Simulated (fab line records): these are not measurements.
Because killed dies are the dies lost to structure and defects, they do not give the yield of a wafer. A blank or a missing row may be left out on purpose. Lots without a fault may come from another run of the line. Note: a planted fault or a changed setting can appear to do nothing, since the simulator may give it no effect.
Matching of chambers | flow sky130 | 3 sister chambers for SKY_CAPM_CVD_00 on pecvd-02
The step deposits SiO2, target thk 15.5 nm. 6 wafers are shown with their chamber, then 7 later ones without.

## EACH WAFER AND ITS CHAMBER
wafer  | chamber | heaterPowerW (W)
L083.1 | 1       | 688
L083.5 | 1       | 697
L086.5 | 0       | 932
L086.6 | 2       | 561
L090.1 | 0       | 863
L090.3 | 2       | 667

## WAFERS WITHOUT THEIR CHAMBER
wafer  | heaterPowerW (W)
L090.4 | 881
L092.2 | 609
L092.3 | 955
L092.5 | 616
L094.2 | 591
L094.4 | 889
L094.6 | 567

## WHICH CHAMBER EACH WENT THROUGH
wafer  | from the rows above     | in truth
L090.4 | 0                       | 0
L092.2 | can't be placed: 2 or 1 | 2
L092.3 | 0                       | 0
L092.5 | can't be placed: 2 or 1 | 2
L094.2 | can't be placed: 2 or 1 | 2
L094.4 | 0                       | 0
L094.6 | can't be placed: 2 or 1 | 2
3 of 7 placed correctly. These rows do not allow placing 4 (true chamber among the candidates in 4). Wrongly placed: 0.
How it was worked out, from the rows above alone: a wafer's distance from a chamber is the root of the sum, over the readings, of the square of ((its reading less the chamber's mean) divided by the reading's scatter). The wafer belongs to the nearest chamber; if the next one is less than 2 further off, it can't be placed. The mean given for a chamber averages the wafers shown for that chamber. How the scatter is found: for the shown wafers, subtract from each reading the mean of its chamber, square and add these, divide the total by (wafers less chambers), then take the root.
